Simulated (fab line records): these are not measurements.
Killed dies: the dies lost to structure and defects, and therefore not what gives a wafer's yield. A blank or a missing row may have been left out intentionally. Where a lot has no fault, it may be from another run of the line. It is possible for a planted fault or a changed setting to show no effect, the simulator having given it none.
fab line records | flow gf180mcu
[record] lots = 15 | wafers = 45 | last_day = 35
route steps=602 shown LVPWELL@60 V1@351 M3@413 V3@430
lots that met no fault: from a run of the same line without faults
start_h: start of the lot's first displayed wafer, in hours after the record's first day | wait_h: time in hours since the lot's previous step | " repeats the value in the row above | L1.1+2: several wafers, shown together as one row | - no value, or no start given | * or withheld: withheld | < > ~ a bound
route shown NAME@n: a module of which the file shows steps, and the number in the route of the first | usual: the fault-free wafers' mean and standard deviation | same: alike in all rows | chamber/n: place in a boat | sites: each site's reading | _std_site: standard deviation across them | _edge_site: mean of outer sites minus mean of inner sites | radius_mm: for every site, how far away it sits from the centre of the wafer | mask NAME#n: copy n | behind: the tool/chamber that last shaped the wafer | hold: why the lot was held/for how many hours/how that ended | device: the transistor (n, p or np) that didn't switch | end of line: the same wafers' tests at the end of the route | a step given without rows: its recipe and nothing more | killed: dies lost to structure and defects at the first sort, not the wafer's yield | map: the dies of a wafer, with x for killed, . for not killed, _ for no die there
set.NAME: the setting that was run; set.NAME@STEP: the one run at that earlier step | model.NAME: the simulator's own value behind a step, which no gauge read
a sample of lots followed through the steps of the route, with each step as a table and each wafer as a row
services: the hour from which a tool's chamber was out of use, counted from the record's first day as start_h (under 0 if before that day), plus the number of hours and why
[[steps]]
[step GF_LVPWELL_DEVELOP_06]
[recipe] wall_angle_deg = 90 | develop_time_s = 60 | dev_temp_c = 23
[usual] chill_plate_temp_C = 23.02/0.11 | develop_time_s = 60/0 | resist_line_temp_C = 23.00/0.1
lot.wafer | tool           | chamber | start_h | wait_h | chill_plate_temp_C | develop_time_s | resist_line_temp_C
L169.1    | litho_track-01 | 0       | 69      | -      | 23.13              | 60             | 22.88
L169.3    | "              | 0       | "       | "      | 22.86              | 60             | 22.90
L169.4    | "              | 0       | "       | "      | 22.98              | 60             | 22.96
L170.2    | litho_track-04 | 0       | 75      | -      | 22.87              | 60             | 23.06
L170.4    | "              | 0       | "       | "      | 22.80              | 60             | 23.10
L170.6    | "              | 0       | "       | "      | 22.91              | 60             | 22.92
L171.2    | litho_track-01 | 0       | 79      | -      | 23.16              | 60             | 22.88
L171.4    | "              | 0       | "       | "      | 23.18              | 60             | 22.89
L171.6    | "              | 0       | "       | "      | 23.14              | 60             | 22.91
L172.2    | litho_track-04 | 0       | 86      | -      | 23.06              | 60             | 22.85
L172.3    | "              | 0       | "       | "      | 23.03              | 60             | 22.93
L172.6    | "              | 0       | "       | "      | 23.00              | 60             | 22.76
L173.1    | litho_track-04 | 0       | 92      | -      | 22.99              | 60             | 22.94
L173.2    | "              | 0       | "       | "      | 23.02              | 60             | 22.98
L173.4    | "              | 0       | "       | "      | 23.00              | 60             | 23.10
L174.2    | litho_track-02 | 0       | 95      | -      | 23.10              | 60             | 23.03
L174.3    | "              | 0       | "       | "      | 23.05              | 60             | 23.08
L174.6    | "              | 0       | 96      | -      | 23.14              | 60             | 23.18
L175.1    | litho_track-01 | 0       | 103     | -      | 23.08              | 60             | 22.85
L175.3    | "              | 0       | "       | "      | 23.08              | 60             | 23.10
L175.4    | "              | 0       | "       | "      | 22.97              | 60             | 23.06
L178.3    | litho_track-04 | 0       | 121     | -      | 22.90              | 60             | 23.04
L178.4    | "              | 0       | "       | "      | 23.06              | 60             | 23.03
L178.6    | "              | 0       | "       | "      | 22.83              | 60             | 23.15
L179.1    | litho_track-01 | 0       | 125     | -      | 23.13              | 60             | 23.02
L179.3    | "              | 0       | "       | "      | 23.16              | 60             | 22.95
L179.4    | "              | 0       | "       | "      | 23.06              | 60             | 22.92
L180.3    | litho_track-01 | 0       | 129     | -      | 23.13              | 60             | 23.01
L180.5    | "              | 0       | "       | "      | 22.89              | 60             | 23.14
L180.6    | "              | 0       | "       | "      | 22.94              | 60             | 23.01
L181.1    | litho_track-01 | 0       | 138     | -      | 22.79              | 60             | 23.17
L181.3    | "              | 0       | "       | "      | 22.86              | 60             | 22.95
L181.5    | "              | 0       | "       | "      | 22.84              | 60             | 22.99
L186.2    | litho_track-04 | -       | 163     | -      | -                  | -              | -
L186.3    | "              | -       | "       | "      | -                  | -              | -
L186.5    | "              | -       | "       | "      | -                  | -              | -
L187.1    | litho_track-01 | -       | 172     | -      | -                  | -              | -
L187.2    | "              | -       | "       | "      | -                  | -              | -
L187.4    | "              | -       | "       | "      | -                  | -              | -
L188.1    | litho_track-02 | -       | 180     | -      | -                  | -              | -
L188.2    | "              | -       | "       | "      | -                  | -              | -
L188.5    | "              | -       | "       | "      | -                  | -              | -
L192.3    | litho_track-02 | 0       | 200     | -      | 22.74              | 60             | 23.02
L192.5    | "              | 0       | "       | "      | 22.70              | 60             | 23.09
L192.6    | "              | 0       | "       | "      | 22.83              | 60             | 23.04
[step GF_V1_ETCH_16]
[recipe] chemistry = N2/H2 | target_depth_a = withheld | overetch_a = withheld | time_s = withheld | target = BARC | ion_energy_ev = 200 | source_w = 500 | bias_w = 100 | pressure_mtorr = 30 | n2_flow_sccm = 100 | h2_flow_sccm = 200
[usual] drypump_motor_current_A = 5.7/0.38 | oes_product_au = 0.854/0.0052 | throttle_valve_pct = 13.223/0.0091
lot.wafer | tool        | chamber | start_h | wait_h | drypump_motor_current_A | oes_product_au | throttle_valve_pct
L169.1    | rie_diel-04 | 3       | 411.07  | 0.0    | 5.7                     | 0.857          | 13.226
L169.3    | "           | 2       | "       | "      | 6.0                     | 0.855          | 13.223
L169.4    | "           | 1       | "       | "      | 5.6                     | 0.850          | 13.216
L170.2    | rie_diel-04 | 1       | 421.57  | 0.0    | 5.5                     | 0.858          | 13.228
L170.4    | "           | 3       | "       | "      | 5.7                     | 0.865          | 13.221
L170.6    | "           | 2       | "       | "      | 6.0                     | 0.853          | 13.235
L171.2    | rie_diel-02 | 1       | 438.52  | 0.0    | 5.7                     | 0.847          | 13.227
L171.4    | "           | 2       | "       | "      | 5.9                     | 0.852          | 13.230
L171.6    | "           | 0       | "       | "      | 5.6                     | 0.851          | 13.232
L172.2    | rie_diel-01 | 1       | 449.52  | 0.0    | 6.7                     | 0.852          | 13.226
L172.3    | "           | 3       | "       | "      | 5.8                     | 0.855          | 13.215
L172.6    | "           | 0       | "       | "      | 5.0                     | 0.858          | 13.253
L173.1    | rie_diel-02 | 0       | 457.92  | 0.0    | 5.5                     | 0.855          | 13.213
L173.2    | "           | 2       | "       | "      | 6.0                     | 0.848          | 13.221
L173.4    | "           | 3       | "       | "      | 6.0                     | 0.852          | 13.234
L174.2    | rie_diel-04 | 3       | 465.32  | 0.0    | 5.7                     | 0.855          | 13.232
L174.3    | "           | 2       | "       | "      | 6.0                     | 0.851          | 13.236
L174.6    | "           | 0       | "       | "      | 6.0                     | 0.848          | 13.226
L175.1    | rie_diel-01 | 0       | 470.85  | 0.0    | 5.0                     | 0.855          | 13.214
L175.3    | "           | 2       | "       | "      | 5.2                     | 0.859          | 13.231
L175.4    | "           | 2       | "       | "      | 5.2                     | 0.850          | 13.221
L178.3    | rie_diel-01 | 1       | 503.17  | 0.0    | 6.7                     | 0.857          | 13.227
L178.4    | "           | 0       | "       | "      | 5.0                     | 0.855          | 13.219
L178.6    | "           | 0       | "       | "      | 5.0                     | 0.841          | 13.228
L179.1    | rie_diel-02 | 3       | 511.07  | 0.0    | 6.1                     | 0.846          | 13.220
L179.3    | "           | 2       | "       | "      | 5.9                     | 0.854          | 13.238
L179.4    | "           | 0       | "       | "      | 5.5                     | 0.862          | 13.233
L180.3    | rie_diel-04 | 0       | 518.27  | 0.0    | 6.0                     | 0.851          | 13.227
L180.5    | "           | 1       | "       | "      | 5.5                     | 0.860          | 13.220
L180.6    | "           | 2       | "       | "      | 6.0                     | 0.855          | 13.231
L181.1    | rie_diel-04 | 2       | 524.86  | 0.0    | 6.0                     | 0.865          | 13.226
L181.3    | "           | 3       | "       | "      | 5.7                     | 0.851          | 13.226
L181.5    | "           | 2       | "       | "      | 6.0                     | 0.847          | 13.223
L186.2    | rie_diel-02 | 3       | 572.02  | 0.0    | 6.1                     | 0.851          | 13.224
L186.3    | "           | 1       | "       | "      | 5.8                     | 0.856          | 13.213
L186.5    | "           | 1       | "       | "      | 5.8                     | 0.855          | 13.229
L187.1    | rie_diel-02 | 0       | 597.74  | 0.0    | 5.5                     | 0.857          | 13.218
L187.2    | "           | 1       | "       | "      | 5.8                     | 0.856          | 13.189
L187.4    | "           | 1       | "       | "      | 5.7                     | 0.848          | 13.221
L188.1    | rie_diel-02 | 1       | 599.12  | 0.0    | 5.8                     | 0.859          | 13.223
L188.2    | "           | 3       | "       | "      | 6.0                     | 0.856          | 13.230
L188.5    | "           | 3       | "       | "      | 6.0                     | 0.845          | 13.219
L192.3    | rie_diel-01 | 0       | 618.52  | 0.0    | 5.0                     | 0.866          | 13.218
L192.5    | "           | 2       | "       | "      | 5.2                     | 0.850          | 13.205
L192.6    | "           | 1       | "       | "      | 6.7                     | 0.860          | 13.213
[step GF_M3_SPUTTER_04]
[recipe] material = TiN | target_thk_nm = 50 | power_w = 6500 | time_s = 41.7 | chamber_pressure_pa = 0.4
[usual] chamber_pressure_pa = 0.3999/0.00076 | throttle_valve_pct = 29.8/0.69
lot.wafer | tool           | chamber | start_h | wait_h | chamber_pressure_pa | throttle_valve_pct
L169.1    | pvd_sputter-03 | -       | 462.26  | 0.0    | 0.3988              | 29.7
L169.3    | "              | -       | "       | "      | 0.3988              | 29.5
L169.4    | "              | -       | "       | "      | 0.4019              | 29.4
L170.2    | pvd_sputter-01 | -       | 474.99  | 0.0    | 0.3996              | 31.0
L170.4    | "              | -       | "       | "      | 0.3999              | 29.4
L170.6    | "              | -       | "       | "      | 0.4008              | 29.4
L171.2    | pvd_sputter-02 | -       | 491.24  | 0.0    | 0.4007              | 28.9
L171.4    | "              | -       | "       | "      | 0.4003              | 30.4
L171.6    | "              | -       | "       | "      | 0.3996              | 29.9
L172.2    | pvd_sputter-01 | -       | 502.87  | 0.0    | 0.4006              | 28.9
L172.3    | "              | -       | "       | "      | 0.4008              | 29.1
L172.6    | "              | -       | "       | "      | 0.4003              | 29.6
L173.1    | pvd_sputter-02 | -       | 510.41  | 0.0    | 0.4007              | 30.1
L173.2    | "              | -       | "       | "      | 0.3985              | 30.5
L173.4    | "              | -       | "       | "      | 0.3996              | 30.3
L174.2    | pvd_sputter-01 | -       | 518.46  | 0.0    | 0.3979              | 29.3
L174.3    | "              | -       | "       | "      | 0.4014              | 29.2
L174.6    | "              | -       | "       | "      | 0.4008              | 31.0
L175.1    | pvd_sputter-01 | -       | 523.35  | 0.0    | 0.3994              | 29.3
L175.3    | "              | -       | "       | "      | 0.4003              | 31.2
L175.4    | "              | -       | "       | "      | 0.4000              | 29.3
L178.3    | pvd_sputter-02 | -       | 554.78  | 0.0    | 0.4003              | 30.4
L178.4    | "              | -       | "       | "      | 0.3999              | 29.8
L178.6    | "              | -       | "       | "      | 0.3991              | 30.4
L179.1    | pvd_sputter-03 | -       | 561.11  | 0.0    | 0.3997              | 29.1
L179.3    | "              | -       | "       | "      | 0.3994              | 29.3
L179.4    | "              | -       | "       | "      | 0.4002              | 29.8
L180.3    | pvd_sputter-01 | -       | 575.88  | 0.0    | 0.4005              | 28.9
L180.5    | "              | -       | "       | "      | 0.4005              | 28.8
L180.6    | "              | -       | "       | "      | 0.3999              | 29.2
L181.1    | pvd_sputter-02 | -       | 577.62  | 0.0    | 0.4000              | 29.8
L181.3    | "              | -       | "       | "      | 0.4022              | 29.0
L181.5    | "              | -       | "       | "      | 0.4007              | 29.9
L186.2    | pvd_sputter-01 | -       | 621.25  | 0.0    | 0.3987              | 29.3
L186.3    | "              | -       | "       | "      | 0.4016              | 29.1
L186.5    | "              | -       | "       | "      | 0.3999              | 29.4
L187.1    | pvd_sputter-01 | -       | 644.20  | 0.0    | 0.3994              | 29.3
L187.2    | "              | -       | "       | "      | 0.4002              | 30.8
L187.4    | "              | -       | "       | "      | 0.4001              | 29.3
L188.1    | pvd_sputter-01 | -       | 645.06  | 0.0    | 0.3991              | 30.9
L188.2    | "              | -       | "       | "      | 0.3980              | 29.3
L188.5    | "              | -       | "       | "      | 0.4005              | 29.1
L192.3    | pvd_sputter-02 | -       | 664.00  | 0.0    | 0.3995              | 30.6
L192.5    | "              | -       | "       | "      | 0.4003              | 30.7
L192.6    | "              | -       | "       | "      | 0.4008              | 29.9
[step GF_V3_THK_MEAS_01]
[recipe] reads = SiO2_of_V3_CVD_00
[usual] V3_CVD_00_THK = 599/5.3
lot.wafer | tool          | chamber | start_h | wait_h | V3_CVD_00_THK[nm]
L169.1    | film_metro-01 | -       | 487.49  | 0.0    | 602
L169.3    | "             | -       | "       | "      | 597
L169.4    | "             | -       | "       | "      | 601
L170.2    | film_metro-03 | -       | 499.56  | 0.0    | 596
L170.4    | "             | -       | "       | "      | 601
L170.6    | "             | -       | "       | "      | 599
L171.2    | film_metro-03 | -       | 515.74  | 0.0    | 605
L171.4    | "             | -       | "       | "      | 602
L171.6    | "             | -       | "       | "      | 607
L172.2    | film_metro-04 | -       | 527.16  | 0.0    | 608
L172.3    | "             | -       | "       | "      | 608
L172.6    | "             | -       | "       | "      | 606
L173.1    | film_metro-04 | -       | 534.83  | 0.0    | 594
L173.2    | "             | -       | "       | "      | 591
L173.4    | "             | -       | "       | "      | 588
L174.2    | film_metro-01 | -       | 541.90  | 0.0    | 598
L174.3    | "             | -       | "       | "      | 603
L174.6    | "             | -       | "       | "      | 595
L175.1    | film_metro-01 | -       | 547.18  | 0.0    | 606
L175.3    | "             | -       | "       | "      | 595
L175.4    | "             | -       | "       | "      | 610
L178.3    | film_metro-01 | -       | 576.63  | 0.1    | 590
L178.4    | "             | -       | "       | "      | 598
L178.6    | "             | -       | "       | "      | 599
L179.1    | film_metro-01 | -       | 580.93  | 0.0    | 602
L179.3    | "             | -       | "       | "      | 605
L179.4    | "             | -       | "       | "      | 602
L180.3    | film_metro-01 | -       | 596.64  | 0.1    | 598
L180.5    | "             | -       | "       | "      | 604
L180.6    | "             | -       | "       | "      | 596
L181.1    | film_metro-04 | -       | 599.72  | 0.0    | 595
L181.3    | "             | -       | "       | "      | 597
L181.5    | "             | -       | "       | "      | 597
L186.2    | film_metro-04 | -       | 642.88  | 0.0    | 599
L186.3    | "             | -       | "       | "      | 607
L186.5    | "             | -       | "       | "      | 601
L187.1    | film_metro-03 | -       | 664.91  | 0.0    | 601
L187.2    | "             | -       | "       | "      | 601
L187.4    | "             | -       | "       | "      | 591
L188.1    | film_metro-01 | -       | 666.04  | 0.0    | 594
L188.2    | "             | -       | "       | "      | 603
L188.5    | "             | -       | "       | "      | 602
L192.3    | film_metro-03 | -       | 683.94  | 0.1    | 597
L192.5    | "             | -       | "       | "      | 601
L192.6    | "             | -       | "       | "      | 599
[[services]]
tool           | chamber | start_h | hours | kind
rie_diel-02    | 0       | 45.54   | 5.0   | repair
pvd_sputter-02 | -       | 143.49  | 1.2   | repair
pvd_sputter-01 | -       | 147.06  | 2.9   | repair
rie_diel-04    | -       | 187.67  | 1.4   | repair
rie_diel-02    | -       | 212.06  | 2.8   | pm
pvd_sputter-02 | -       | 216.00  | 3.2   | repair
pvd_sputter-02 | -       | 243.41  | 7.0   | repair
pvd_sputter-02 | -       | 250.89  | 0.5   | repair
rie_diel-04    | -       | 289.87  | 2.8   | pm
rie_diel-02    | 3       | 293.19  | 4.2   | repair
pvd_sputter-01 | -       | 308.62  | 5.6   | repair
rie_diel-02    | 3       | 311.10  | 3.2   | repair
rie_diel-02    | 2       | 313.42  | 10.7  | repair
rie_diel-02    | 0       | 355.29  | 1.8   | repair
pvd_sputter-01 | -       | 384.56  | 3.8   | repair
rie_diel-02    | 0       | 394.95  | 5.9   | repair
pvd_sputter-01 | -       | 449.30  | 4.1   | repair
rie_diel-02    | -       | 494.04  | 14.6  | pm
pvd_sputter-01 | -       | 523.61  | 0.9   | repair
rie_diel-02    | 1       | 533.03  | 23.1  | repair
pvd_sputter-01 | -       | 546.80  | 2.7   | repair
rie_diel-02    | 2       | 561.30  | 14.2  | repair
pvd_sputter-01 | -       | 580.93  | 3.8   | repair
rie_diel-02    | -       | 629.59  | 2.5   | repair
[[key]]
[first_sign] step = GF_LVPWELL_DEVELOP_06 | reading = tool_record | direction = missing
effect none on later readings
met_at GF_LVPWELL_DEVELOP_06
struck_lots L186,L187,L188
sort_left_out L186.2,L186.3,L186.5,L187.1,L187.2,L187.4,L188.1,L188.2,L188.5
tester_left_out L186,L187,L188
not_acting_at GF_V1_ETCH_16,GF_M3_SPUTTER_04,GF_V3_THK_MEAS_01
onset_between 138 163
[fault] kind = skipped_step_whole | tool = litho_track-01,litho_track-02,litho_track-04 | chamber = - | onset_h = 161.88 | steps = GF_LVPWELL_DEVELOP_06 | scope = struck_lots_only
// tester_left_out: of these lots the tester's yield and bins aren't shown, on N5 and GAA mostly nor the transistor test; their killed dies are dies lost to structure and defects alone, not to doping, threshold or leakage, so they don't give the yield
// sort_left_out: the simulated sort isn't trusted on such a fault, so these wafers' sort isn't shown, and their yield isn't known
